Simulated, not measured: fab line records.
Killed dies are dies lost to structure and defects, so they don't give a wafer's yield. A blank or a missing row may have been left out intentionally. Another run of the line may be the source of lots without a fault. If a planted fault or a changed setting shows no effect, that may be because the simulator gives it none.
Tool commonality check    flow sky130    Sampled: 12 lots, 36 wafers

REASON FOR OPENING
At SKY_NWELL_OVL_MEAS_23 the reading NWELL_01_OVL is flagged on 4 of 12 lots. Wafers without a fault read -0.7 nm, standard deviation 1.4.
Rule: a lot is flagged in two cases, either no wafer of it has a number, or all its wafers with numbers fall more than 4 standard deviations from that mean. As for the other lots, they are considered sound.

lot   measured      on          NWELL_01_OVL (nm), wafer by wafer  flag
L852  day 5 17:38   overlay-02  0.3 0.7 1.1                        
L854  day 6 08:46   overlay-01  0.3 0.1 -0.1                       
L853  day 6 09:22   overlay-02  -1.1 -1.7 -2.6                     
L855  day 6 16:11   overlay-02  -0.6 -1.7 -1.9                     
L858  day 7 08:49   overlay-02  -2.8 -3.6 -3.9                     
L859  day 7 14:03   overlay-02  95.0 95.0 95.4                     FLAGGED
L861  day 8 01:25   overlay-02  94.8 94.5 93.6                     FLAGGED
L862  day 8 02:32   overlay-01  91.9 92.3 93.6                     FLAGGED
L863  day 8 11:05   overlay-01  1.1 0.7 -0.9                       
L866  day 9 08:56   overlay-02  94.0 95.8 95.0                     FLAGGED
L869  day 10 05:08  overlay-02  -2.2 -0.9 -2.6                     
L872  day 10 19:38  overlay-02  -3.0 -1.8 -2.0                     
Average over the flagged lots: 94.2 nm; offset from the usual +94.9 nm, equal to +68 standard deviations.

WHICH TOOL RAN EACH LOT
3 process steps preceding the reading are held in the record, out of 708 steps in the route. Every cell lists first the tool, next ch and the chambers used by the sampled wafers, and last the start.
lot   flag     SKY_FIELD_ISO_ETCH_14              SKY_PWDE_STRIP_09                    SKY_NWELL_EXPOSE_20
L852           rie diel-02 ch 2,3, day 2 13:37    plasma asher-01 ch 0,1, day 4 05:37  iline stepper-02 ch 0, day 5 08:42
L854           rie diel-04 ch 1,3, day 2 23:16    plasma asher-02 ch 0,1, day 4 18:52  iline stepper-02 ch 0, day 6 00:01
L853           rie diel-01 ch 1,2,3, day 2 19:49  plasma asher-01 ch 0,1, day 4 19:13  iline stepper-02 ch 0, day 6 00:41
L855           rie diel-04 ch 0,2,3, day 3 03:21  plasma asher-02 ch 0,1, day 5 01:47  iline stepper-01 ch 0, day 6 06:58
L858           rie diel-02 ch 1,3, day 3 22:18    plasma asher-04 ch 0, day 5 19:04    iline stepper-01 ch 0, day 7 00:22
L859  FLAGGED  rie diel-04 ch 0,2, day 4 00:16    plasma asher-01 ch 0,1, day 6 00:11  iline stepper-01 ch 0, day 7 04:50
L861  FLAGGED  rie diel-04 ch 0,2,3, day 4 10:40  plasma asher-02 ch 0,1, day 6 09:00  iline stepper-01 ch 0, day 7 15:16
L862  FLAGGED  rie diel-02 ch 0,1, day 4 17:10    plasma asher-01 ch 0,1, day 6 11:58  iline stepper-01 ch 0, day 7 16:12
L863           rie diel-04 ch 0,1,2, day 4 21:37  plasma asher-04 ch 0,1, day 6 18:10  iline stepper-02 ch 0, day 8 00:29
L866  FLAGGED  rie diel-04 ch 1,3, day 5 14:37    plasma asher-02 ch 0,1, day 7 15:27  iline stepper-01 ch 0, day 8 23:34
L869           rie diel-02 ch 0,3, day 6 01:55    plasma asher-02 ch 0,1, day 8 09:49  iline stepper-02 ch 0, day 9 17:35
L872           rie diel-04 ch 0,2,3, day 6 18:46  plasma asher-02 ch 0,1, day 8 21:46  iline stepper-02 ch 0, day 10 07:32
What the steps here do:
- SKY_FIELD_ISO_ETCH_14: etches BARC in N2/H2, stops on SiO2, time 45.9 s, target depth 60 nm.
- SKY_PWDE_STRIP_09: strips in O2/N2.
- SKY_NWELL_EXPOSE_20: exposes mask NWM COMPLEMENT, target cd 840 nm.
- SKY_NWELL_OVL_MEAS_23

FLAGGED AGAINST TOTAL, ONE TOOL AT A TIME (gauges that did the reading follow at the end)
step                   tool              lots run  flagged  share of the flagged lots  sound lots run after its first flagged lot
SKY_FIELD_ISO_ETCH_14  rie diel-01       1         0        none                       -
SKY_FIELD_ISO_ETCH_14  rie diel-02       4         1        some                       1 (L869)
SKY_FIELD_ISO_ETCH_14  rie diel-04       7         3        some                       2 (L863,L872)
SKY_PWDE_STRIP_09      plasma asher-01   4         2        some                       0
SKY_PWDE_STRIP_09      plasma asher-02   6         2        some                       2 (L869,L872)
SKY_PWDE_STRIP_09      plasma asher-04   2         0        none                       -
SKY_NWELL_EXPOSE_20    iline stepper-01  6         4        all                        0
SKY_NWELL_EXPOSE_20    iline stepper-02  6         0        none                       -
SKY_NWELL_OVL_MEAS_23  overlay-01        3         1        some                       1 (L863)
SKY_NWELL_OVL_MEAS_23  overlay-02        9         3        some                       2 (L869,L872)

WHAT THE TABLE ALLOWS
Rows of the table that ran each flagged lot: 1, that is iline stepper-01 at SKY_NWELL_EXPOSE_20.
- iline stepper-01 at SKY_NWELL_EXPOSE_20 ran 6 lots, 4 of them flagged. Its last sound lot is L858 (day 7 00:22), its first flagged lot L859 (day 7 04:50): a fault that began between those two fits.
Just one tool remains: iline stepper-01 at SKY_NWELL_EXPOSE_20.

WHAT THE SIMULATOR PUT IN
Scanner matching overlay: iline stepper-01, from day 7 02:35 on, at SKY_NWELL_EXPOSE_20. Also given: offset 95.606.
Shown lots that were struck: L859, L861, L862, L866. The rule above found the same.
